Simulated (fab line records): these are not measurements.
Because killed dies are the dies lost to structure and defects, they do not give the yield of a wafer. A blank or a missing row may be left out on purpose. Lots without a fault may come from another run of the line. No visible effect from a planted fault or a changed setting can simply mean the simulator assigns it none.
Which tool was responsible? | flow gf180mcu | Sampling: 13 lots, 39 wafers, 3 of 602 route steps

## WHAT THE GAUGES SHOWED, per wafer
GF_CONTACT_THK_MEAS_03.
lot  | measured     | on           | CONTACT_CVD_02_THK (nm)
L796 | day 15 09:37 | filmMetro-03 | 847 867 884
L800 | day 16 11:00 | filmMetro-01 | 865 864 859
L801 | day 16 19:41 | filmMetro-02 | 862 875 863
L802 | day 17 04:44 | filmMetro-02 | 850 869 868
L803 | day 17 16:35 | filmMetro-01 | 867 875 886
L805 | day 18 08:17 | filmMetro-02 | 851 851 877
L807 | day 19 00:59 | filmMetro-03 | 856 877 869
L808 | day 19 09:03 | filmMetro-03 | 865 857 862
L809 | day 19 19:29 | filmMetro-02 | 867 864 874
L815 | day 22 01:37 | filmMetro-03 | 854 857 859
L816 | day 22 04:47 | filmMetro-03 | 833 855 855
L817 | day 22 15:10 | filmMetro-01 | 860 868 869
L818 | day 22 20:43 | filmMetro-02 | 850 849 861

## WHAT TOOL EACH LOT RAN ON (gives the tool, then ch and the chambers of the sampled wafers, and finally the start)
lot  | GF_STI_ETCH_14                 | GF_DUAL_GATE_STRIP_13
L796 | rieSi-01 ch 2,3, day 2 04:51   | plasmaAsher-02 ch 0,1, day 8 12:58
L800 | rieSi-02 ch 2,3, day 2 21:57   | plasmaAsher-03 ch 0,1, day 9 08:02
L801 | rieSi-02 ch 1,2,3, day 3 03:27 | plasmaAsher-02 ch 0,1, day 9 16:05
L802 | rieSi-01 ch 1,2,3, day 3 07:42 | plasmaAsher-01 ch 1, day 9 22:25
L803 | rieSi-01 ch 1,2,3, day 3 14:46 | plasmaAsher-02 ch 0,1, day 10 07:55
L805 | rieSi-01 ch 0,2,3, day 4 00:02 | plasmaAsher-02 ch 0,1, day 10 20:34
L807 | rieSi-02 ch 0,1,2, day 4 08:57 | plasmaAsher-01 ch 0,1, day 11 09:04
L808 | rieSi-01 ch 0,2,3, day 4 15:56 | plasmaAsher-01 ch 0,1, day 11 16:34
L809 | rieSi-01 ch 0,1,3, day 4 21:53 | plasmaAsher-01 ch 0,1, day 12 00:07
L815 | rieSi-01 ch 0,2,3, day 6 03:23 | plasmaAsher-02 ch 0, day 13 18:40
L816 | rieSi-02 ch 0,3, day 6 08:17   | plasmaAsher-03 ch 0,1, day 13 23:51
L817 | rieSi-01 ch 2,3, day 6 13:26   | plasmaAsher-02 ch 0,1, day 14 08:22
L818 | rieSi-01 ch 0,2,3, day 6 18:41 | plasmaAsher-02 ch 0,1, day 14 14:27
- GF_STI_ETCH_14: etches Si in HBr/Cl2/O2, target depth 360 nm, time 102.9 s.
- GF_DUAL_GATE_STRIP_13: strips in O2/N2.

## AS READ BY THE TOOLS THEMSELVES (means over the sampled wafers that have a number; for cases with no such wafer, the mark the record gives instead)
GF_STI_ETCH_14.
lot  | tool     | drypumpMotorCurrentA (A) | oesProductAu (a.u.) | throttleValvePct (%)
L796 | rieSi-01 | 5.28                     | 0.995               | 25.650
L800 | rieSi-02 | 5.88                     | 0.994               | 25.658
L801 | rieSi-02 | 5.71                     | 1.001               | 25.663
L802 | rieSi-01 | 5.44                     | 0.998               | 25.659
L803 | rieSi-01 | 5.46                     | 0.995               | 25.654
L805 | rieSi-01 | 5.39                     | 1.001               | 25.651
L807 | rieSi-02 | 5.69                     | 1.004               | 25.648
L808 | rieSi-01 | 5.39                     | 1.009               | 25.651
L809 | rieSi-01 | 5.57                     | 0.997               | 25.654
L815 | rieSi-01 | 5.39                     | 0.997               | 25.660
L816 | rieSi-02 | 5.85                     | 0.986               | 25.668
L817 | rieSi-01 | 5.27                     | 1.004               | 25.668
L818 | rieSi-01 | 5.41                     | 1.003               | 25.655

GF_DUAL_GATE_STRIP_13.
lot  | tool           | drypumpMotorCurrentA (A) | heaterPowerW (W) | oesProductAu (a.u.) | stripTimeToEndpointS (s)
L796 | plasmaAsher-02 | 6.0                      | 346              | 0.720               | 12.60
L800 | plasmaAsher-03 | 5.6                      | 352              | 0.719               | 12.59
L801 | plasmaAsher-02 | 6.0                      | 341              | 0.709               | 12.66
L802 | plasmaAsher-01 | 5.4                      | 376              | 0.717               | 12.62
L803 | plasmaAsher-02 | 6.3                      | 356              | 0.716               | 12.59
L805 | plasmaAsher-02 | 6.3                      | 356              | 0.713               | 12.64
L807 | plasmaAsher-01 | 5.3                      | 348              | 0.718               | 12.56
L808 | plasmaAsher-01 | 5.2                      | 320              | 0.712               | 12.72
L809 | plasmaAsher-01 | 5.2                      | 319              | 0.711               | 12.73
L815 | plasmaAsher-02 | 6.7                      | 369              | 0.716               | 12.68
L816 | plasmaAsher-03 | 5.7                      | 356              | 0.715               | 12.60
L817 | plasmaAsher-02 | 6.0                      | 343              | 0.717               | 12.61
L818 | plasmaAsher-02 | 6.0                      | 340              | 0.719               | 12.65

## THE ANSWER, worked out from the rows above alone
Rule: the usual values come from the lots themselves. Put in order of their means at a reading, lots are off if they are a third of the lots or fewer, leave a main group of 4 or more, and stand apart from it by a gap of 3 or more times the standard deviation of the main group's means; of several such gaps the widest counts. Not used: any main group whose means are identical at the precision the tables above print for the reading. A lot without any number at a reading at which 4 lots or more have one is off too. All remaining lots with rows at the step are treated as sound. Order of review: gauges by route order, followed by the tools' own readings, for which a lot's mean as printed above is used. The first step at which some lot is off is used, and at that step the reading that is off furthest; a lot without a number counts as furthest.
Across all readings shown, no lot is off: no conclusion can be drawn from this.

## WHAT THE SIMULATOR HAD INSERTED
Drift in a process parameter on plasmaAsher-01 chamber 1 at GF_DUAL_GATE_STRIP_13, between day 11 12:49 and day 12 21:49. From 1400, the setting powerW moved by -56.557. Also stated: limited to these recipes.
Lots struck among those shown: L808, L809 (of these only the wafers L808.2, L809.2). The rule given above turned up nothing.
